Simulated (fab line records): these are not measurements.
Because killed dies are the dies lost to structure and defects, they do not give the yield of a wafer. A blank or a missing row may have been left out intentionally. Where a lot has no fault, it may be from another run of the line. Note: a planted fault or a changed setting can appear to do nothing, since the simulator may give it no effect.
A struck lot beside a sound one | flow sky130 | 22 out of 708 route steps
Sound: these wafers, L968.1, L968.2, L968.5. Struck: wafer L981.5 (left out: L981.1, L981.4 of the same lot, which were not struck); the cause appears at the end.
Per side, at each step with rows, come the tool, then ch with its chambers, and then its first start. Under that, the readings that differ: sound wafers | struck wafers | difference of the means | sigmas: that difference in standard deviations of wafers without a fault.
alike: readings whose means differ by less than 2 such deviations, and words and numbers that are the same on both sides. not compared: withheld readings, readings that some wafer has no value for, bounds like >300 that may hide the same value, and numbers for which the record gives no deviation and whose values overlap.
A row with sigmas, a row that says differs or no value, or rows on one side alone: a step with any of these is where the two part. Non-overlapping numbers with no deviation appear without sigmas and do not part them. Lack of a reading on every wafer of one side parts them only where that side has two or more wafers.

SKY_METAL2_SPUTTER_00: material Ti, target thk 15 nm, time 10 s.
  struck on pvdSputter-03, day 38 14:58; sound on pvdSputter-01, day 34 15:10
  alike: throttleValvePct
SKY_METAL2_SPUTTER_01: material TiN, target thk 20 nm, time 16.7 s.
  struck on pvdSputter-03, day 38 14:59; sound on pvdSputter-01, day 34 15:11
  alike: throttleValvePct
then, 1 step without rows for these wafers: SKY_METAL2_SPUTTER_02 (material AlCu, target thk 250 nm, time 13.3 s).
SKY_METAL2_SPUTTER_03: material Ti, target thk 5 nm, time 3.3 s.
  struck on pvdSputter-03, day 38 15:02; sound on pvdSputter-01, day 34 15:14
  alike: throttleValvePct
then, 1 step without rows for these wafers: SKY_METAL2_SPUTTER_04 (material TiN, target thk 70 nm, time 58.3 s).
SKY_METAL2_RS_MEAS_05: measurement is done with a four-point probe.
  struck on filmMetro-04, day 38 15:07; sound on filmMetro-03, day 34 15:18
  alike: METAL2_ALCU_RS
SKY_METAL2_THK_MEAS_06: measures by xrf.
  struck on filmMetro-04, day 38 15:14; sound on filmMetro-03, day 34 15:25
  alike: METAL2_ALCU_THK
then, 5 steps without rows for these wafers: SKY_METAL2_DEHYDRATE_07 (time 60 s); SKY_METAL2_HMDS_08 (prime time 60 s); SKY_METAL2_COAT_09 (resist thk 60 nm); SKY_METAL2_COAT_10 (resist thk 450 nm); SKY_METAL2_SOFTBAKE_11 (time 90 s).
SKY_METAL2_EXPOSE_12: exposes mask MM2, target cd 140 nm.
  sound on krfScanner-02 ch 0, day 35 04:29; struck on krfScanner-01 ch 0, day 39 04:40
  alike: mask
then, 2 steps without rows for these wafers: SKY_METAL2_PEB_13; SKY_METAL2_DEVELOP_14 (develop time 60 s).
SKY_METAL2_CD_MEAS_15: target cd 140 nm.
  struck on cdSem-01, day 39 17:01; sound on cdSem-02, day 35 17:52
reading   | sound             | struck | difference | sigmas
cdNm (nm) | 138.7 139.7 139.6 | 118.4  | -20.9      | -12
SKY_METAL2_OVL_MEAS_16:
  struck on overlay-01, day 39 17:08; sound on overlay-01, day 35 17:59
  alike: METAL2_OVL
SKY_METAL2_DESCUM_17: chemistry O2, time 8 s.
  sound on rieMetal-04 ch 0,1, day 35 18:01; struck on rieMetal-01 ch 0, day 39 17:10
reading                | sound             | struck | difference | sigmas
model.METAL2.cdNm (nm) | 138.9 139.9 139.8 | 117.6  | -21.9      | 
  alike: drypumpMotorCurrentA, oesProductAu
  not compared: rfHoursCounterH
SKY_METAL2_ETCH_18: etches BARC in N2/H2, stops on SiO2, time 45.9 s, target depth 60 nm.
  sound on rieMetal-04 ch 0,1, day 35 18:04; struck on rieMetal-01 ch 0, day 39 17:13
reading             | sound             | struck | difference | sigmas
oesProductAu (a.u.) | 0.846 0.845 0.848 | 0.857  | +0.011     | +2
  alike: drypumpMotorCurrentA, h2FlowSccm, throttleValvePct
  not compared: rfHoursCounterH
SKY_METAL2_METAL_ETCH_19: etches the open film in Cl2/BCl3, stops on SiO2, target depth 360 nm, time 78 s.
  sound on rieMetal-04 ch 0,1, day 35 18:07; struck on rieMetal-01 ch 0, day 39 17:16
reading                | sound             | struck | difference | sigmas
model.METAL2.cdNm (nm) | 141.9 137.6 141.9 | 118.1  | -22.4      | 
  alike: drypumpMotorCurrentA, oesProductAu, throttleValvePct
  not compared: rfHoursCounterH
SKY_METAL2_STRIP_20: strips in O2/N2.
  sound on plasmaAsher-03 ch 0,1, day 35 18:13; struck on plasmaAsher-03 ch 0, day 39 17:22
  alike: drypumpMotorCurrentA, oesProductAu, stripTimeToEndpointS
  not compared: rfHoursCounterH
-- the record jumps here: 10 days lie between the struck wafers' starts before and after (it left off in module METAL2 and takes up again in module PAD_OPEN, whose first step shown is number 708 of the route) --
SKY_PAD_OPEN_PROBE_99:
  struck on prober-02, day 49 10:49; sound on prober-01, day 46 08:08
reading                 | sound          | struck | difference | sigmas
defectLimitedYield (%)  | 79.1 81.1 82.3 | 58.7   | -22.1      | -13
killed_at_M0_to_M3      | 58 41 42       | 167    | +120       | +20
killedAtFrontEnd        | 18 22 15       | 9      | -9         | -2
killedDies              | 103 93 87      | 203    | +109       | +13
killedOpen              | 58 59 53       | 39     | -18        | -3
sort_bin_5_function (%) | 11.8 11.4 10.8 | 34.8   | +23.5      | +17
sortNPass               | 389 399 405    | 289    | -109       | -13
sortYieldPct (%)        | 79.1 81.1 82.3 | 58.7   | -22.1      | -13
  alike: killed_at_M4_up, killedAtContacts, killedAtOther, killedShort, sort_bin_3_pad_short, sort_bin_6_memory

== WHERE THEY PART ==
Last at SKY_PAD_OPEN_PROBE_99 as far as this record goes, first at SKY_METAL2_CD_MEAS_15.

WHY: what the simulator had put in
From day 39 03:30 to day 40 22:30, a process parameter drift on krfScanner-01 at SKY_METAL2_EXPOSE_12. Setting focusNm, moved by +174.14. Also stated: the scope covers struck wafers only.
